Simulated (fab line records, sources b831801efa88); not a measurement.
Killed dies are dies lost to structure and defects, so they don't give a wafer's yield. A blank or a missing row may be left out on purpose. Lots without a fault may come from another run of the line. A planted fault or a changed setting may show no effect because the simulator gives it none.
fab line records | flow gf180mcu | part 1 of 2: steps 1 to 28 of 39
record lots=5 wafers=15 last_day=34
route steps=602 shown VT_IMPLANT@103 MVSD@136 NWELL@137 LVPWELL@138 MVPSD@139 DUAL_GATE@141
lots that met no fault: from a run of the same line without faults
start_h: hours from the record's first day to the start of the lot's first wafer shown | wait_h: hours since the lot's step before | " the same as in the row above | L1.1+2: a row that stands for several wafers | - no value, or no start given | * or withheld: withheld | < > ~ a bound
route shown NAME@n: a module of which the file shows steps, and the number in the route of the first | usual: mean/standard deviation of fault-free wafers | same: alike in all rows | chamber/n: place in a boat | sites: the reading at each site | _std_site: their standard deviation | _edge_site: outer sites' mean less inner sites' | radius_mm: how far each site lies from the wafer's centre | mask NAME#n: copy n | behind: the tool/chamber that last shaped the wafer | hold: why the lot was held/for how many hours/how that ended | device: the transistor (n, p or np) that didn't switch | end of line: the same wafers' tests at the end of the route | a step without rows: its recipe alone | killed: dies lost to structure and defects at the first sort, not the wafer's yield | map: a wafer's dies, x killed, . not, _ none there
set.NAME: the setting as run; set.NAME@STEP: as run at that earlier step | model.NAME: the simulator's own value behind a step, which no gauge read
lots at some steps of the route; a table a step, a row a wafer
services: from which hour (start_h, from the record's first day; less than 0 if before it) a tool's chamber was out of use, for how many hours, and why
## steps
# step GF_VT_IMPLANT_COAT_13
# recipe resist=NOVOLAK spin_rpm=3000 resist_thk_nm=1000
# columns lot.wafer tool chamber start_h wait_h
L076.3+5+6 litho_track-04 0 133.11 0.1
L081.1+3+4 litho_track-02 0 161.05 0.1
L084.2+4+5 litho_track-02 0 183.23 0.1
L088.1+2+3 litho_track-02 0 205.65 0.1
L097.2+3+6 litho_track-03 0 264.59 0.1
# step GF_VT_IMPLANT_SOFTBAKE_14
# recipe temp_c=90 time_s=60 resist=NOVOLAK
# usual plate_temp_C=90.01/0.13
# columns lot.wafer tool chamber start_h wait_h plate_temp_C
L076.3 litho_track-04 0 133.26 0.1 90.03
L076.5 " 0 " " 90.08
L076.6 " 0 " " 90.03
L081.1 litho_track-02 0 161.20 0.1 89.94
L081.3 " 0 " " 89.99
L081.4 " 0 " " 90.04
L084.2 litho_track-02 0 183.38 0.1 89.91
L084.4 " 0 " " 90.00
L084.5 " 0 " " 90.00
L088.1 litho_track-02 0 205.80 0.1 90.07
L088.2 " 0 " " 90.16
L088.3 " 0 " " 90.07
L097.2 litho_track-03 0 264.74 0.1 89.97
L097.3 " 0 " " 89.79
L097.6 " 0 " " 89.96
# step GF_VT_IMPLANT_EXPOSE_15
# recipe mask_id=Nwell_LV_AREA target_cd_nm=860 na=0.6 source_shape=conventional sigma_outer=0.6 dose_mj=140
# usual focus_offset_nm=0.0/0.54
# same sigma_outer=0.6
# columns lot.wafer tool chamber start_h wait_h mask focus_offset_nm
L076.3 iline_stepper-01 0 - - Nwell_LV_AREA#0 -0.1
L076.5 " 0 " " Nwell_LV_AREA#0 -0.3
L076.6 " 0 " " Nwell_LV_AREA#0 0.8
L081.1 iline_stepper-02 0 - - Nwell_LV_AREA#0 -0.5
L081.3 " 0 " " Nwell_LV_AREA#0 -0.2
L081.4 " 0 " " Nwell_LV_AREA#0 0.0
L084.2 iline_stepper-01 0 - - Nwell_LV_AREA#0 0.3
L084.4 " 0 " " Nwell_LV_AREA#0 0.3
L084.5 " 0 " " Nwell_LV_AREA#0 -0.2
L088.1 iline_stepper-02 0 - - Nwell_LV_AREA#0 0.4
L088.2 " 0 " " Nwell_LV_AREA#0 0.2
L088.3 " 0 " " Nwell_LV_AREA#0 -0.1
L097.2 iline_stepper-02 0 - - Nwell_LV_AREA#0 0.3
L097.3 " 0 " " Nwell_LV_AREA#0 0.2
L097.6 " 0 " " Nwell_LV_AREA#0 -0.3
# step GF_VT_IMPLANT_PEB_16
# recipe temp_c=withheld time_s=* resist=NOVOLAK
# columns lot.wafer tool chamber start_h wait_h
L076.3+5+6 litho_track-03 0 - -
L081.1+3+4 litho_track-02 0 - -
L084.2+4+5 litho_track-02 0 - -
L088.1+2+3 litho_track-04 0 - -
L097.2+3+6 litho_track-03 0 - -
# step GF_VT_IMPLANT_DEVELOP_17
# recipe develop_time_s=60 dev_temp_c=23
# columns lot.wafer tool chamber start_h wait_h
L076.3+5+6 litho_track-03 0 140.72 0.1
L081.1+3+4 litho_track-02 0 169.15 0.1
L084.2+4+5 litho_track-02 0 191.58 0.1
L088.1+2+3 litho_track-04 0 214.31 0.1
L097.2+3+6 litho_track-03 0 279.24 0.1
# step GF_VT_IMPLANT_OVL_MEAS_18
# usual VT_IMPLANT_01_OVL=-0.8/1.4
# columns lot.wafer tool chamber start_h wait_h VT_IMPLANT_01_OVL[nm]
L076.3 overlay-02 - 140.83 0.1 -1.2
L076.5 " - " " -2.1
L076.6 " - " " -0.7
L081.1 overlay-02 - 169.30 0.1 -0.3
L081.3 " - " " 0.5
L081.4 " - " " 1.6
L084.2 overlay-01 - 191.71 0.1 -0.6
L084.4 " - " " -1.1
L084.5 " - " " -0.3
L088.1 overlay-02 - 214.46 0.1 -0.2
L088.2 " - " " 1.6
L088.3 " - " " -0.3
L097.2 overlay-02 - 279.37 0.1 -0.5
L097.3 " - " " -1.0
L097.6 " - " " -0.2
# step GF_VT_IMPLANT_IMPLANT_19
# recipe species=As energy_kev=100 dose_cm2=4.35e+12 tilt_deg=7
# usual beam_energy_keV=100.000/0.028
# columns lot.wafer tool chamber start_h wait_h beam_energy_keV
L076.3 implanter-02 0 140.91 0.1 100.02
L076.5 " 0 " " 99.977
L076.6 " 0 " " 100.00
L081.1 implanter-01 0 169.34 0.0 99.939
L081.3 " 0 " " 99.960
L081.4 " 0 " " 99.991
L084.2 implanter-03 0 191.76 0.0 100.01
L084.4 " 0 " " 100.04
L084.5 " 0 " " 99.988
L088.1 implanter-03 0 214.49 0.0 100.03
L088.2 " 0 " " 100.01
L088.3 " 0 " " 99.960
L097.2 implanter-01 0 279.43 0.0 100.01
L097.3 " 0 " " 100.00
L097.6 " 0 " " 99.984
# step GF_VT_IMPLANT_STRIP_20
# recipe chemistry=O2/N2 power_w=1400 pressure_mtorr=1500 platen_temp_c=250 o2_flow_sccm=3000 n2_flow_sccm=300 overash_fraction=0.5
# usual drypump_motor_current_A=5.7/0.57 heater_power_w=328/31 oes_product_au=0.716/0.0048 platen_temp_c=250.02/0.17 strip_time_to_endpoint_s=12.63/0.04
# columns lot.wafer tool chamber start_h wait_h drypump_motor_current_A heater_power_w oes_product_au platen_temp_c rf_hours_counter_h strip_time_to_endpoint_s
L076.3 plasma_asher-03 1 141.04 0.1 5.1 379 0.724 250.26 - 12.55
L076.5 " 0 " " 6.0 292 0.707 250.25 - 12.58
L076.6 " 1 " " 5.1 374 0.717 250.05 - 12.61
L081.1 plasma_asher-04 1 169.49 0.1 6.5 361 0.719 249.99 38 12.63
L081.3 " 0 " " 6.2 323 0.714 250.21 - 12.64
L081.4 " 1 " " 6.6 360 0.715 250.12 - 12.61
L084.2 plasma_asher-02 1 191.89 0.1 5.8 325 0.716 249.88 7 12.65
L084.4 " 0 " " 5.0 298 0.710 249.95 - 12.64
L084.5 " 1 " " 5.8 327 0.721 250.06 - 12.64
L088.1 plasma_asher-03 0 214.64 0.1 6.1 286 0.716 249.96 61 12.58
L088.2 " 1 " " 5.1 377 0.715 250.15 61 12.63
L088.3 " 0 " " 6.1 294 0.718 249.94 - 12.56
L097.2 plasma_asher-04 1 279.55 0.1 6.6 366 0.715 250.12 50 12.67
L097.3 " 0 " " 6.2 324 0.719 250.00 - 12.67
L097.6 " 1 " " 6.6 362 0.723 249.84 - 12.67
# step GF_VT_IMPLANT_TW_MEAS_21
# usual VT_IMPLANT_2_TW=1215/15
# columns lot.wafer tool chamber start_h wait_h VT_IMPLANT_2_TW
L076.3 film_metro-03 - 141.13 0.1 1231
L076.5 " - " " 1229
L076.6 " - " " 1224
L081.1 film_metro-03 - 169.59 0.1 1235
L081.3 " - " " 1231
L081.4 " - " " 1226
L084.2 film_metro-03 - 192.00 0.1 1232
L084.4 " - " " 1233
L084.5 " - " " 1231
L088.1 film_metro-02 - 214.74 0.1 1203
L088.2 " - " " 1196
L088.3 " - " " 1200
L097.2 film_metro-03 - 279.66 0.1 1230
L097.3 " - " " 1227
L097.6 " - " " 1232
# step GF_VT_IMPLANT_DEHYDRATE_22
# recipe temp_c=200 time_s=60
# usual plate_temp_C=200.00/0.15
# columns lot.wafer tool chamber start_h wait_h plate_temp_C
L076.3 litho_track-02 0 148.45 7.3 199.91
L076.5 " 0 " " 199.96
L076.6 " 0 " " 200.11
L081.1 litho_track-02 0 177.05 7.5 199.72
L081.3 " 0 " " 199.78
L081.4 " 0 " " 199.96
L084.2 litho_track-04 0 199.98 8.0 200.09
L084.4 " 0 " " 200.08
L084.5 " 0 " " 200.26
L088.1 litho_track-02 0 223.10 8.4 200.06
L088.2 " 0 " " 200.02
L088.3 " 0 " " 200.00
L097.2 litho_track-02 0 288.23 8.6 200.09
L097.3 " 0 " " 199.95
L097.6 " 0 " " 200.28
# step GF_VT_IMPLANT_HMDS_23
# recipe prime_time_s=60 prime_temp_c=120
# columns lot.wafer tool chamber start_h wait_h
L076.3+5+6 litho_track-02 0 148.60 0.1
L081.1+3+4 litho_track-02 0 177.20 0.1
L084.2+4+5 litho_track-04 0 200.13 0.1
L088.1+2+3 litho_track-02 0 223.25 0.1
L097.2+3+6 litho_track-02 0 288.38 0.1
# step GF_VT_IMPLANT_COAT_24
# recipe resist=NOVOLAK spin_rpm=3000 resist_thk_nm=1000
# columns lot.wafer tool chamber start_h wait_h
L076.3+5+6 litho_track-02 0 148.75 0.1
L081.1+3+4 litho_track-02 0 177.35 0.1
L084.2+4+5 litho_track-04 0 200.28 0.1
L088.1+2+3 litho_track-02 0 223.40 0.1
L097.2+3+6 litho_track-02 0 288.53 0.1
# step GF_VT_IMPLANT_SOFTBAKE_25
# recipe temp_c=90 time_s=60 resist=NOVOLAK
# usual plate_temp_C=90.05/0.12
# columns lot.wafer tool chamber start_h wait_h plate_temp_C
L076.3 litho_track-02 0 148.90 0.1 90.29
L076.5 " 0 " " 90.15
L076.6 " 0 " " 90.12
L081.1 litho_track-02 0 177.50 0.1 90.02
L081.3 " 0 " " 90.08
L081.4 " 0 " " 89.80
L084.2 litho_track-04 0 200.43 0.1 90.25
L084.4 " 0 " " 90.11
L084.5 " 0 " " 90.33
L088.1 litho_track-02 0 223.55 0.1 90.15
L088.2 " 0 " " 90.04
L088.3 " 0 " " 90.02
L097.2 litho_track-02 0 288.68 0.1 89.99
L097.3 " 0 " " 90.26
L097.6 " 0 " " 90.08
# step GF_VT_IMPLANT_EXPOSE_26
# recipe mask_id=LVPWELL_HV_AREA target_cd_nm=860 na=0.6 source_shape=conventional sigma_outer=0.6 dose_mj=140
# usual focus_offset_nm=0.0/0.54
# same sigma_outer=0.6
# columns lot.wafer tool chamber start_h wait_h mask focus_offset_nm
L076.3 iline_stepper-02 0 - - LVPWELL_HV_AREA#0 -0.1
L076.5 " 0 " " LVPWELL_HV_AREA#0 -0.8
L076.6 " 0 " " LVPWELL_HV_AREA#0 0.4
L081.1 iline_stepper-02 0 - - LVPWELL_HV_AREA#0 -0.5
L081.3 " 0 " " LVPWELL_HV_AREA#0 -0.3
L081.4 " 0 " " LVPWELL_HV_AREA#0 -0.5
L084.2 iline_stepper-01 0 - - LVPWELL_HV_AREA#0 0.1
L084.4 " 0 " " LVPWELL_HV_AREA#0 0.3
L084.5 " 0 " " LVPWELL_HV_AREA#0 0.2
L088.1 iline_stepper-01 0 - - LVPWELL_HV_AREA#0 0.5
L088.2 " 0 " " LVPWELL_HV_AREA#0 0.7
L088.3 " 0 " " LVPWELL_HV_AREA#0 0.4
L097.2 iline_stepper-02 0 - - LVPWELL_HV_AREA#0 1.1
L097.3 " 0 " " LVPWELL_HV_AREA#0 -0.4
L097.6 " 0 " " LVPWELL_HV_AREA#0 -0.6
# step GF_VT_IMPLANT_PEB_27
# recipe temp_c=withheld time_s=* resist=NOVOLAK
# columns lot.wafer tool chamber start_h wait_h
L076.3+5+6 litho_track-02 0 - -
L081.1+3+4 litho_track-02 0 - -
L084.2+4+5 litho_track-02 0 - -
L088.1+2+3 litho_track-03 0 - -
L097.2+3+6 litho_track-04 0 - -
# step GF_VT_IMPLANT_DEVELOP_28
# recipe develop_time_s=60 dev_temp_c=23
# columns lot.wafer tool chamber start_h wait_h
L076.3+5+6 litho_track-02 0 156.80 0.1
L081.1+3+4 litho_track-02 0 185.20 0.1
L084.2+4+5 litho_track-02 0 208.98 0.1
L088.1+2+3 litho_track-03 0 232.07 0.1
L097.2+3+6 litho_track-04 0 299.48 0.1
# step GF_VT_IMPLANT_OVL_MEAS_29
# usual VT_IMPLANT_02_OVL=-0.1/1.2
# columns lot.wafer tool chamber start_h wait_h VT_IMPLANT_02_OVL[nm]
L076.3 overlay-01 - 156.92 0.1 -0.2
L076.5 " - " " -1.0
L076.6 " - " " 1.4
L081.1 overlay-01 - 185.35 0.1 1.8
L081.3 " - " " 0.6
L081.4 " - " " 1.0
L084.2 overlay-02 - 209.11 0.1 -1.7
L084.4 " - " " -1.7
L084.5 " - " " 0.0
L088.1 overlay-02 - 232.22 0.1 0.4
L088.2 " - " " -0.5
L088.3 " - " " -1.8
L097.2 overlay-02 - 299.61 0.1 0.1
L097.3 " - " " -2.1
L097.6 " - " " 0.6
# step GF_VT_IMPLANT_IMPLANT_30
# recipe species=B energy_kev=25 dose_cm2=2.465e+12 tilt_deg=7
# usual beam_energy_keV=24.999/0.0084
# columns lot.wafer tool chamber start_h wait_h beam_energy_keV
L076.3 implanter-01 0 156.99 0.1 24.992
L076.5 " 0 " " 24.995
L076.6 " 0 " " 24.983
L081.1 implanter-02 0 185.39 0.0 25.000
L081.3 " 0 " " 25.007
L081.4 " 0 " " 25.003
L084.2 implanter-01 0 209.16 0.0 24.988
L084.4 " 0 " " 25.002
L084.5 " 0 " " 25.007
L088.1 implanter-03 0 232.26 0.0 25.014
L088.2 " 0 " " 24.994
L088.3 " 0 " " 24.994
L097.2 implanter-01 0 299.66 0.0 25.007
L097.3 " 0 " " 24.998
L097.6 " 0 " " 25.001
# step GF_VT_IMPLANT_STRIP_31
# recipe chemistry=O2/N2 power_w=1400 pressure_mtorr=1500 platen_temp_c=250 o2_flow_sccm=3000 n2_flow_sccm=300 overash_fraction=0.5
# usual drypump_motor_current_A=5.9/0.57 heater_power_w=332/30 oes_product_au=0.716/0.0044 platen_temp_c=249.99/0.2 strip_time_to_endpoint_s=12.64/0.045
# columns lot.wafer tool chamber start_h wait_h drypump_motor_current_A heater_power_w oes_product_au platen_temp_c rf_hours_counter_h strip_time_to_endpoint_s
L076.3 plasma_asher-03 0 157.12 0.1 6.0 288 0.718 250.16 - 12.65
L076.5 " 1 " " 5.1 375 0.724 250.04 - 12.62
L076.6 " 0 " " 6.1 297 0.710 250.11 - 12.68
L081.1 plasma_asher-03 1 185.54 0.1 5.1 371 0.721 250.29 58 12.64
L081.3 " 1 " " 5.1 380 0.720 250.15 - 12.62
L081.4 " 0 " " 6.1 278 0.717 249.89 - 12.63
L084.2 plasma_asher-04 1 209.29 0.1 6.5 361 0.714 249.63 42 12.56
L084.4 " 0 " " 6.2 323 0.725 250.38 - 12.65
L084.5 " 0 " " 6.3 318 0.708 249.78 - 12.63
L088.1 plasma_asher-04 0 232.41 0.1 6.2 320 0.717 250.28 45 12.65
L088.2 " 1 " " 6.5 362 0.716 249.81 45 12.67
L088.3 " 1 " " 6.5 366 0.720 250.12 - 12.64
L097.2 plasma_asher-03 1 299.79 0.1 5.0 373 0.716 250.33 71 12.62
L097.3 " 1 " " 5.0 375 0.717 249.97 - 12.63
L097.6 " 1 " " 5.0 368 0.717 249.97 - 12.63
# step GF_VT_IMPLANT_TW_MEAS_32
# usual VT_IMPLANT_3_TW=267.1/2.9
# columns lot.wafer tool chamber start_h wait_h VT_IMPLANT_3_TW
L076.3 film_metro-02 - 157.21 0.1 261.2
L076.5 " - " " 262.1
L076.6 " - " " 260.7
L081.1 film_metro-03 - 185.64 0.1 267.9
L081.3 " - " " 268.9
L081.4 " - " " 269.2
L084.2 film_metro-01 - 209.40 0.1 265.3
L084.4 " - " " 266.3
L084.5 " - " " 264.4
L088.1 film_metro-03 - 232.51 0.1 269.0
L088.2 " - " " 267.5
L088.3 " - " " 270.7
L097.2 film_metro-01 - 299.90 0.1 266.6
L097.3 " - " " 267.4
L097.6 " - " " 266.2
# step GF_VT_IMPLANT_DEHYDRATE_33
# recipe temp_c=200 time_s=60
# usual plate_temp_C=199.99/0.18
# columns lot.wafer tool chamber start_h wait_h plate_temp_C
L076.3 litho_track-03 0 164.47 7.3 199.74
L076.5 " 0 " " 200.07
L076.6 " 0 " " 199.76
L081.1 litho_track-04 0 192.66 7.0 199.79
L081.3 " 0 " " 200.28
L081.4 " 0 " " 199.82
L084.2 litho_track-02 0 217.68 8.3 200.41
L084.4 " 0 " " 200.16
L084.5 " 0 " " 200.35
L088.1 litho_track-03 0 241.37 8.9 199.90
L088.2 " 0 " " 200.06
L088.3 " 0 " " 200.26
L097.2 litho_track-02 0 308.33 8.4 200.04
L097.3 " 0 " " 200.09
L097.6 " 0 " " 200.04
# step GF_VT_IMPLANT_HMDS_34
# recipe prime_time_s=60 prime_temp_c=120
# columns lot.wafer tool chamber start_h wait_h
L076.3+5+6 litho_track-03 0 164.62 0.1
L081.1+3+4 litho_track-04 0 192.81 0.1
L084.2+4+5 litho_track-02 0 217.83 0.1
L088.1+2+3 litho_track-03 0 241.52 0.1
L097.2+3+6 litho_track-02 0 308.48 0.1
# step GF_VT_IMPLANT_COAT_35
# recipe resist=NOVOLAK spin_rpm=3000 resist_thk_nm=1000
# columns lot.wafer tool chamber start_h wait_h
L076.3+5+6 litho_track-03 0 164.77 0.1
L081.1+3+4 litho_track-04 0 192.96 0.1
L084.2+4+5 litho_track-02 0 217.98 0.1
L088.1+2+3 litho_track-03 0 241.67 0.1
L097.2+3+6 litho_track-02 0 308.63 0.1
# step GF_VT_IMPLANT_SOFTBAKE_36
# recipe temp_c=90 time_s=60 resist=NOVOLAK
# usual plate_temp_C=89.98/0.12
# columns lot.wafer tool chamber start_h wait_h plate_temp_C
L076.3 litho_track-03 0 164.92 0.1 89.92
L076.5 " 0 " " 89.96
L076.6 " 0 " " 89.80
L081.1 litho_track-04 0 193.11 0.1 89.89
L081.3 " 0 " " 89.87
L081.4 " 0 " " 89.90
L084.2 litho_track-02 0 218.13 0.1 89.98
L084.4 " 0 " " 90.15
L084.5 " 0 " " 90.17
L088.1 litho_track-03 0 241.82 0.1 90.06
L088.2 " 0 " " 89.91
L088.3 " 0 " " 89.90
L097.2 litho_track-02 0 308.78 0.1 90.10
L097.3 " 0 " " 90.11
L097.6 " 0 " " 89.92
# step GF_VT_IMPLANT_EXPOSE_37
# recipe mask_id=Nwell_HV_AREA target_cd_nm=860 na=0.6 source_shape=conventional sigma_outer=0.6 dose_mj=140
# usual focus_offset_nm=-0.2/0.48
# same sigma_outer=0.6
# columns lot.wafer tool chamber start_h wait_h mask focus_offset_nm
L076.3 iline_stepper-02 0 - - Nwell_HV_AREA#0 -0.4
L076.5 " 0 " " Nwell_HV_AREA#0 -0.2
L076.6 " 0 " " Nwell_HV_AREA#0 0.0
L081.1 iline_stepper-01 0 - - Nwell_HV_AREA#0 -1.0
L081.3 " 0 " " Nwell_HV_AREA#0 -0.4
L081.4 " 0 " " Nwell_HV_AREA#0 -0.8
L084.2 iline_stepper-01 0 - - Nwell_HV_AREA#0 -1.2
L084.4 " 0 " " Nwell_HV_AREA#0 -0.8
L084.5 " 0 " " Nwell_HV_AREA#0 -1.1
L088.1 iline_stepper-01 0 - - Nwell_HV_AREA#0 -0.2
L088.2 " 0 " " Nwell_HV_AREA#0 -0.1
L088.3 " 0 " " Nwell_HV_AREA#0 0.6
L097.2 iline_stepper-01 0 - - Nwell_HV_AREA#0 0.5
L097.3 " 0 " " Nwell_HV_AREA#0 0.5
L097.6 " 0 " " Nwell_HV_AREA#0 0.3
# step GF_VT_IMPLANT_PEB_38
# recipe temp_c=withheld time_s=* resist=NOVOLAK
# columns lot.wafer tool chamber start_h wait_h
L076.3+5+6 litho_track-03 0 - -
L081.1+3+4 litho_track-02 0 - -
L084.2+4+5 litho_track-04 0 - -
L088.1+2+3 litho_track-02 0 - -
L097.2+3+6 litho_track-04 0 - -
# step GF_VT_IMPLANT_DEVELOP_39
# recipe develop_time_s=60 dev_temp_c=23
# columns lot.wafer tool chamber start_h wait_h
L076.3+5+6 litho_track-03 0 173.52 0.1
L081.1+3+4 litho_track-02 0 201.35 0.1
L084.2+4+5 litho_track-04 0 226.28 0.1
L088.1+2+3 litho_track-02 0 250.45 0.1
L097.2+3+6 litho_track-04 0 319.43 0.1
# step GF_VT_IMPLANT_OVL_MEAS_40
# usual VT_IMPLANT_03_OVL=0.8/1.5
# columns lot.wafer tool chamber start_h wait_h VT_IMPLANT_03_OVL[nm]
L076.3 overlay-01 - 173.63 0.1 2.3
L076.5 " - " " 2.3
L076.6 " - " " 2.1
L081.1 overlay-01 - 201.50 0.1 1.8
L081.3 " - " " 0.9
L081.4 " - " " 1.9
L084.2 overlay-01 - 226.41 0.1 0.4
L084.4 " - " " 1.1
L084.5 " - " " 2.5
L088.1 overlay-01 - 250.60 0.1 -1.1
L088.2 " - " " 4.5
L088.3 " - " " 2.6
L097.2 overlay-01 - 319.56 0.1 -1.4
L097.3 " - " " 0.8
L097.6 " - " " -0.1
